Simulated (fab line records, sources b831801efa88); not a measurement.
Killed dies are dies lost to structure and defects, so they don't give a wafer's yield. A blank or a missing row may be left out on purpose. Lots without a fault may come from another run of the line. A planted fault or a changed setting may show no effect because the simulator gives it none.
fab line records | flow sky130
record lots=7 wafers=21 last_day=50
route steps=708 shown METAL1@442
lots that met no fault: from a run of the same line without faults
start_h: hours from the record's first day to the start of the lot's first wafer shown | wait_h: hours since the lot's step before | " the same as in the row above | L1.1+2: a row that stands for several wafers | - no value, or no start given | * or withheld: withheld | < > ~ a bound
route shown NAME@n: a module of which the file shows steps, and the number in the route of the first | usual: mean/standard deviation of fault-free wafers | same: alike in all rows | chamber/n: place in a boat | sites: the reading at each site | _std_site: their standard deviation | _edge_site: outer sites' mean less inner sites' | radius_mm: how far each site lies from the wafer's centre | mask NAME#n: copy n | behind: the tool/chamber that last shaped the wafer | hold: why the lot was held/for how many hours/how that ended | device: the transistor (n, p or np) that didn't switch | end of line: the same wafers' tests at the end of the route | a step without rows: its recipe alone | killed: dies lost to structure and defects at the first sort, not the wafer's yield | map: a wafer's dies, x killed, . not, _ none there
set.NAME: the setting as run; set.NAME@STEP: as run at that earlier step | model.NAME: the simulator's own value behind a step, which no gauge read
lots at some steps of the route; a table a step, a row a wafer
services: from which hour (start_h, from the record's first day; less than 0 if before it) a tool's chamber was out of use, for how many hours, and why
## steps
# step SKY_METAL1_HMDS_08
# recipe prime_time_s=60 prime_temp_c=120
# step SKY_METAL1_COAT_09
# recipe resist=BARC temp_c=withheld time_s=withheld spin_rpm=3000 resist_thk_nm=60
# step SKY_METAL1_COAT_10
# recipe resist=KrF-thick spin_rpm=3000 resist_thk_nm=450
# step SKY_METAL1_SOFTBAKE_11
# recipe temp_c=99.01 time_s=90 resist=KrF-thick
# step SKY_METAL1_EXPOSE_12
# recipe mask_id=MM1 na=0.8 source_shape=annular sigma_inner=0.55 sigma_outer=0.85 target_cd_nm=140 dose_mj=28
# step SKY_METAL1_PEB_13
# recipe peb_temp_c=withheld peb_time_s=withheld resist=KrF-thick
# step SKY_METAL1_DEVELOP_14
# recipe develop_time_s=60 resist=KrF-thick dev_temp_c=21
# step SKY_METAL1_CD_MEAS_15
# recipe target_cd_nm=140
# usual cd_nm=140.1/1.3
# columns lot.wafer tool chamber start_h wait_h cd_nm
L114.1 cd_sem-01 - 799.93 - 140.7
L114.4 " - " " 137.6
L114.6 " - " " 138.6
L119.1 cd_sem-01 - 831.86 - 142.7
L119.4 " - " " 141.8
L119.5 " - " " 141.1
L120.2 cd_sem-02 - 832.21 - 140.0
L120.4 " - " " 140.7
L120.5 " - " " 139.3
L121.1 cd_sem-01 - 842.49 - 139.3
L121.5 " - " " 139.7
L121.6 " - " " 141.2
L125.3 cd_sem-02 - 867.22 - 140.2
L125.5 " - " " 140.5
L125.6 " - " " 141.4
L132.3 cd_sem-02 - 922.58 - 140.5
L132.5 " - " " 141.2
L132.6 " - " " 142.7
L133.1 cd_sem-02 - 932.11 - 139.5
L133.5 " - " " 140.9
L133.6 " - " " 140.9
# step SKY_METAL1_OVL_MEAS_16
# usual METAL1_OVL=-1/6.4
# columns lot.wafer tool chamber start_h wait_h METAL1_OVL[nm]
L114.1 overlay-01 - 800.05 0.1 -5
L114.4 " - " " 5
L114.6 " - " " -2
L119.1 overlay-01 - 831.98 0.1 -2
L119.4 " - " " 2
L119.5 " - " " 2
L120.2 overlay-01 - 832.32 0.1 1
L120.4 " - " " -14
L120.5 " - " " 5
L121.1 overlay-01 - 842.61 0.1 -5
L121.5 " - " " -13
L121.6 " - " " -9
L125.3 overlay-01 - 867.32 0.1 7
L125.5 " - " " 3
L125.6 " - " " 8
L132.3 overlay-02 - 922.68 0.1 -3
L132.5 " - " " -3
L132.6 " - " " 3
L133.1 overlay-02 - 932.23 0.1 14
L133.5 " - " " 10
L133.6 " - " " 10
# step SKY_METAL1_DESCUM_17
# recipe chemistry=O2 source_power_w=150 bias_power_w=0 pressure_mtorr=10 temp_c=40 time_s=8
# usual drypump_motor_current_A=5.82/0.29 oes_product_au=0.996/0.013
# columns lot.wafer tool chamber start_h wait_h drypump_motor_current_A oes_product_au rf_hours_counter_h
L114.1 rie_metal-04 1 800.09 0.0 5.76 0.988 5
L114.4 " 1 " " 5.77 0.985 -
L114.6 " 0 " " 5.67 0.991 -
L119.1 rie_metal-01 0 832.02 0.0 5.49 1.003 15
L119.4 " 0 " " 5.49 0.999 -
L119.5 " 1 " " 6.05 0.979 -
L120.2 rie_metal-04 1 832.35 0.0 5.70 0.983 6
L120.4 " 0 " " 5.66 0.994 -
L120.5 " 0 " " 5.67 0.978 -
L121.1 rie_metal-01 1 842.65 0.0 6.03 0.980 8
L121.5 " 1 " " 6.04 0.977 -
L121.6 " 0 " " 5.47 1.012 -
L125.3 rie_metal-02 0 867.36 0.0 6.32 0.996 -
L125.5 " 0 " " 6.32 1.000 -
L125.6 " 1 " " 5.58 1.020 -
L132.3 rie_metal-01 1 922.71 0.0 6.04 0.982 -
L132.5 " 1 " " 6.03 0.979 -
L132.6 " 0 " " 5.48 1.017 -
L133.1 rie_metal-04 0 932.27 0.0 5.69 0.998 3
L133.5 " 0 " " 5.71 0.992 -
L133.6 " 1 " " 5.67 1.001 -
# step SKY_METAL1_ETCH_18
# recipe chemistry=N2/H2 target=BARC ion_energy_ev=200 bias_w=100 pressure_mtorr=30 n2_flow_sccm=100 h2_flow_sccm=200 icp_w=500 stop_on=SiO2 time_s=45.9 target_depth_a=600
# usual drypump_motor_current_A=5.83/0.29 n2_flow_sccm=99.9/0.31 oes_product_au=0.855/0.0047 throttle_valve_pct=13.226/0.0089
# columns lot.wafer tool chamber start_h wait_h drypump_motor_current_A n2_flow_sccm oes_product_au rf_hours_counter_h throttle_valve_pct
L114.1 rie_metal-04 1 800.12 0.0 5.72 100.2 0.850 5 13.222
L114.4 " 1 " " 5.71 100.2 0.850 - 13.220
L114.6 " 0 " " 5.68 100.1 0.845 - 13.240
L119.1 rie_metal-01 0 832.05 0.0 5.48 100.1 0.860 15 13.228
L119.4 " 0 " " 5.50 99.4 0.850 - 13.235
L119.5 " 1 " " 6.05 99.6 0.851 - 13.234
L120.2 rie_metal-04 1 832.38 0.0 5.69 99.7 0.859 6 13.212
L120.4 " 0 " " 5.68 99.9 0.850 - 13.209
L120.5 " 0 " " 5.68 100.3 0.862 - 13.222
L121.1 rie_metal-01 1 842.68 0.0 6.03 99.9 0.861 8 13.221
L121.5 " 1 " " 6.03 100.0 0.855 - 13.217
L121.6 " 0 " " 5.50 100.1 0.855 - 13.217
L125.3 rie_metal-02 0 867.43 0.1 6.31 99.8 0.857 - 13.237
L125.5 " 0 " " 6.31 99.8 0.854 - 13.251
L125.6 " 1 " " 5.57 100.2 0.856 - 13.227
L132.3 rie_metal-01 1 922.75 0.0 6.03 100.2 0.857 - 13.231
L132.5 " 1 " " 6.04 100.2 0.851 - 13.221
L132.6 " 0 " " 5.50 99.9 0.849 - 13.227
L133.1 rie_metal-04 0 932.30 0.0 5.70 100.0 0.859 3 13.220
L133.5 " 0 " " 5.69 99.9 0.858 - 13.237
L133.6 " 1 " " 5.73 100.3 0.860 - 13.220
# step SKY_METAL1_METAL_ETCH_19
# recipe target_depth_a=3600 stop_on=SiO2 over_etch_frac=0.3 time_s=78 chemistry=Cl2/BCl3 resist_sidewall_deg=88 pressure_mtorr=10 icp_w=900 bias_w=48.5 Cl2_flow_sccm=60 bcl3_flow_sccm=30
# usual drypump_motor_current_A=5.82/0.29 oes_product_au=0.853/0.0064 throttle_valve_pct=22.265/0.0094
# columns lot.wafer tool chamber start_h wait_h drypump_motor_current_A oes_product_au rf_hours_counter_h throttle_valve_pct
L114.1 rie_metal-04 1 800.18 0.0 5.73 0.857 5 22.266
L114.4 " 1 " " 5.69 0.858 - 22.267
L114.6 " 0 " " 5.68 0.853 - 22.266
L119.1 rie_metal-01 0 832.12 0.0 5.46 0.853 16 22.257
L119.4 " 0 " " 5.46 0.850 - 22.261
L119.5 " 1 " " 6.02 0.840 - 22.265
L120.2 rie_metal-04 1 832.44 0.0 5.70 0.847 6 22.271
L120.4 " 0 " " 5.68 0.858 - 22.241
L120.5 " 0 " " 5.68 0.857 - 22.260
L121.1 rie_metal-01 1 842.74 0.0 6.03 0.851 8 22.246
L121.5 " 1 " " 6.02 0.860 - 22.252
L121.6 " 0 " " 5.49 0.860 - 22.277
L125.3 rie_metal-02 0 867.55 0.1 6.31 0.853 - 22.277
L125.5 " 0 " " 6.31 0.858 - 22.283
L125.6 " 1 " " 5.56 0.866 - 22.260
L132.3 rie_metal-01 1 922.82 0.1 6.05 0.848 - 22.257
L132.5 " 1 " " 6.04 0.851 - 22.259
L132.6 " 0 " " 5.46 0.858 - 22.273
L133.1 rie_metal-04 0 932.37 0.0 5.70 0.842 3 22.257
L133.5 " 0 " " 5.69 0.854 - 22.273
L133.6 " 1 " " 5.69 0.848 - 22.265
# step SKY_METAL1_STRIP_20
# recipe chemistry=O2/N2 power_w=1400 pressure_mtorr=1500 platen_temp_c=withheld o2_flow_sccm=3000 n2_flow_sccm=300 overash_fraction=0.5
# usual chamber_pressure_mTorr=1500.1/1.4 drypump_motor_current_A=5.7/0.34 n2_flow_sccm=299.9/0.86 oes_product_au=0.344/0.0051 strip_time_to_endpoint_s=2.73/0.058
# columns lot.wafer tool chamber start_h wait_h chamber_pressure_mTorr drypump_motor_current_A n2_flow_sccm oes_product_au rf_hours_counter_h strip_time_to_endpoint_s model.KrF-thick_of_METAL1_COAT_10.thk_nm
L114.1 plasma_asher-03 1 800.27 0.1 1499.1 5.7 299.7 0.344 37 2.79 0
L114.4 " 1 " " 1499.3 5.7 299.5 0.347 - 2.76 0
L114.6 " 1 " " 1500.7 5.7 300.1 0.350 - 2.74 0
L119.1 plasma_asher-01 0 832.21 0.1 - - - - - - 158.8
L119.4 " 0 " " - - - - - - 159.6
L119.5 " 1 " " - - - - - - 166.8
L120.2 plasma_asher-03 0 832.53 0.1 - - - - - - 160.1
L120.4 " 1 " " - - - - - - 160.4
L120.5 " 0 " " - - - - - - 163.2
L121.1 plasma_asher-01 0 842.83 0.1 - - - - - - 166.3
L121.5 " 0 " " - - - - - - 163.6
L121.6 " 1 " " - - - - - - 153.4
L125.3 plasma_asher-01 1 867.66 0.1 1500.8 5.7 299.0 0.347 - 2.76 0
L125.5 " 0 " " 1501.8 5.2 301.1 0.346 - 2.78 0
L125.6 " 1 " " 1497.9 5.7 299.4 0.350 - 2.69 0
L132.3 plasma_asher-03 1 922.92 0.1 1503.4 5.6 299.9 0.338 - 2.79 0
L132.5 " 1 " " 1500.4 5.7 299.2 0.346 - 2.80 0
L132.6 " 0 " " 1501.7 5.6 299.8 0.339 - 2.67 0
L133.1 plasma_asher-01 1 932.46 0.1 1500.2 5.7 300.5 0.349 19 2.70 0
L133.5 " 0 " " 1499.8 5.2 300.2 0.347 - 2.71 0
L133.6 " 1 " " 1501.0 5.7 299.8 0.339 - 2.75 0
# step SKY_METAL1_STRIP_21
# recipe chemistry=post_etch_residue_remover time_s=1200 temp_c=72.5
## services
# columns tool chamber start_h hours kind
rie_metal-04 - 796.12 2.8 pm
rie_metal-04 1 805.43 3.9 repair
plasma_asher-03 - 806.46 14.6 pm
rie_metal-02 - 823.21 28.1 pm
rie_metal-04 0 835.86 - clean
rie_metal-04 0 835.86 14.4 scheduled_down
rie_metal-04 0 835.86 14.4 vent_cycle
rie_metal-01 0 845.67 - clean
rie_metal-01 0 845.67 27.9 scheduled_down
rie_metal-01 0 845.67 27.9 vent_cycle
rie_metal-01 - 863.29 14.6 pm
rie_metal-02 - 868.90 0.4 repair
rie_metal-01 - 877.89 2.8 pm
rie_metal-02 1 918.89 - clean
rie_metal-02 1 918.89 18.0 scheduled_down
rie_metal-02 1 918.89 18.0 vent_cycle
plasma_asher-03 - 932.40 6.3 repair
## key
first_sign step=SKY_METAL1_STRIP_20 reading=tool_record direction=missing
effect none on later readings
model_effect step=SKY_METAL1_STRIP_20 value=KrF-thick_of_METAL1_COAT_10.thk_nm without=0 struck=161.4
met_at SKY_METAL1_STRIP_20
struck_wafers L119.1,L119.4,L119.5,L120.2,L120.4,L120.5,L121.1,L121.5,L121.6
later_rows_left_out L119.1,L119.4,L119.5,L120.2,L120.4,L120.5,L121.1,L121.5,L121.6
sort_left_out L119.1,L119.4,L119.5,L120.2,L120.4,L120.5,L121.1,L121.5,L121.6
onset_between 800.27 832.21
fault kind=skipped_step_whole tool=plasma_asher-01,plasma_asher-03 chamber=- onset_h=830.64 steps=SKY_METAL1_STRIP_20 scope=struck_lots_only
# sort_left_out: the simulated sort isn't trusted on such a fault, so these wafers' sort isn't shown, and their yield isn't known
# later_rows_left_out: the simulator's readings of these wafers behind a module that went badly wrong aren't trusted and aren't shown, but for the sort
